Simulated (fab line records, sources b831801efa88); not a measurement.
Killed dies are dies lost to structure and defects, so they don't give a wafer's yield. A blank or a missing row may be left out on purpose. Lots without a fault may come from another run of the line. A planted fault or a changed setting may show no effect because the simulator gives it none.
Problem report in the 8D (eight disciplines) form, filled by code | flow sky130 | the parts of the form that need people (team, actions taken, sign-off) are left out

1. THE PROBLEM
oes_product_au at SKY_METAL2_ETCH_18 reads a mean of 0.823 a.u. on 6 wafers of 2 lots; wafers without a fault read 0.855 a.u. with a standard deviation of 0.0048. That is -6.7 standard deviations from the usual mean.
The step: etches BARC in N2/H2, stops on SiO2, time 45.9 s, target depth 60 nm.
First seen on wafer L560.3, day 39 16:57, on rie_metal-03. The record holds 36 wafers of 12 lots with a number at this step. Rule for "out", or "out of limits": more than 4 standard deviations from the usual mean. The other wafers with a number count as sound.

2. WHAT IT IS AND WHAT IT IS NOT
question                    | is                     | is not
which readings at this step | oes_product_au         | drypump_motor_current_A, h2_flow_sccm, throttle_valve_pct
which lots                  | L560, L562             | L546, L547, L550, L551, L554, L555, L557, L559, L567, L568
which wafers of those lots  | all that have a number | -
read on which tools         | rie_metal-03           | rie_metal-01, rie_metal-02
when                        | from day 39 16:57      | up to then (21 sound wafers); but 9 sound wafers of L559, L567, L568 came after

3. SUSPECTS, AND WHAT RULES EACH OUT
Counting: a tool at a process step up to the reading stays a suspect if it ran every lot that is out and no sound lot after the first of them.
- cvd_w-01 at SKY_VIA1_CVD_21 (deposits W, target thk 270 nm, time 80.902 s): ruled out as a lasting fault. Sound lots L559 ran on it after its first lot that is out, L560 (day 38 15:14).
- rie_metal-03 at SKY_METAL2_ETCH_18 (etches BARC in N2/H2, stops on SiO2, time 45.9 s, target depth 60 nm): kept. It ran every lot that is out, first L560 (day 39 16:57), and no sound lot after that; its last sound lot up to then is L557 (day 38 23:29). Its own readings are out on those wafers: oes_product_au.
Left after counting: rie_metal-03 at SKY_METAL2_ETCH_18.

4. THE CAUSE (what the simulator had put in)
Process parameter drift: rie_metal-03, from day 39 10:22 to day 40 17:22, at SKY_METAL2_ETCH_18. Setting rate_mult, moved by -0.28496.
Counting left only this tool.

5. THE CHAIN OF EFFECTS, in route order
Each row: a reading whose mean over the struck wafers that have a number lies more than 3 standard deviations from the usual. Only readings for which the record gives a usual standard deviation are gone through. hours: the time from each lot's start at the first step in this table that gives one to its start at this step, as a median over the lots. sigmas: the change in usual standard deviations.
hours | step               | reading        | usual      | on struck wafers | change | sigmas
0     | SKY_METAL2_ETCH_18 | oes_product_au | 0.855 a.u. | 0.823            | -0.032 | -6.7
The process steps in it:
- SKY_METAL2_ETCH_18: etches BARC in N2/H2, stops on SiO2, time 45.9 s, target depth 60 nm.

6. WHAT WOULD HAVE CAUGHT IT SOONER
In this record the first reading out of limits was taken at day 39 16:57, 7 hours after the fault began at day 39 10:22.
